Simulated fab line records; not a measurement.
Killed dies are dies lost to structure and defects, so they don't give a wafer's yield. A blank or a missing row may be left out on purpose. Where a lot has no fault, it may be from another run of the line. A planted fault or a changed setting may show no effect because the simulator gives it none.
What tool caused it? ; flow gf180mcu ; 18 wafers from 6 lots sampled at 2 of the route's 602 steps

== WHAT THE GAUGES READ, wafer by wafer ==
GF_VT_IMPLANT_OVL_MEAS_40.
lot;measured;on;VT_IMPLANT_03_OVL (nm)
L658;day 7 21:10;overlay-01;1.0 -0.1 0.6
L660;day 8 05:58;overlay-01;-0.2 -0.9 -2.3
L662;day 8 22:19;overlay-02;-0.5 -0.3 -1.8
L664;day 9 10:03;overlay-02;1.0 -0.8 0.9
L669;day 10 18:57;overlay-01;-0.2 1.5 0.2
L674;day 12 12:10;overlay-02;-0.3 -0.5 0.0

== WHAT TOOL EACH LOT RAN ON (gives the tool, then ch and the chambers of the sampled wafers, and finally the start) ==
lot;GF_STI_CMP_25
L658;cmp-02 ch 0,1,3, day 2 09:41
L660;cmp-02 ch 0,1, day 2 19:31
L662;cmp-02 ch 0,2,3, day 3 07:05
L664;cmp-01 ch 0,1,2, day 3 15:24
L669;cmp-02 ch 0,1,3, day 4 17:02
L674;cmp-02 ch 0,1,2, day 5 19:16
- GF_STI_CMP_25: polishes, stops on Si3N4, t overpolish 33 s, target thk 524.6 nm.

== THE ANSWER, worked out from the rows above alone ==
Rule: usual is defined by the lots themselves. Put in order of their means at a reading, lots are off if they are a third of the lots or fewer, leave a main group of 4 or more, and stand apart from it by a gap of 3 or more times the standard deviation of the main group's means; of several such gaps the widest counts. Not used: any main group whose means are identical at the precision the tables above print for the reading. A lot without any number at a reading at which 4 lots or more have one is off too. The other lots that the step has rows for count as sound.
Across all readings shown, no lot is off: no conclusion can be drawn from this.

== WHAT THE SIMULATOR HAD INSERTED ==
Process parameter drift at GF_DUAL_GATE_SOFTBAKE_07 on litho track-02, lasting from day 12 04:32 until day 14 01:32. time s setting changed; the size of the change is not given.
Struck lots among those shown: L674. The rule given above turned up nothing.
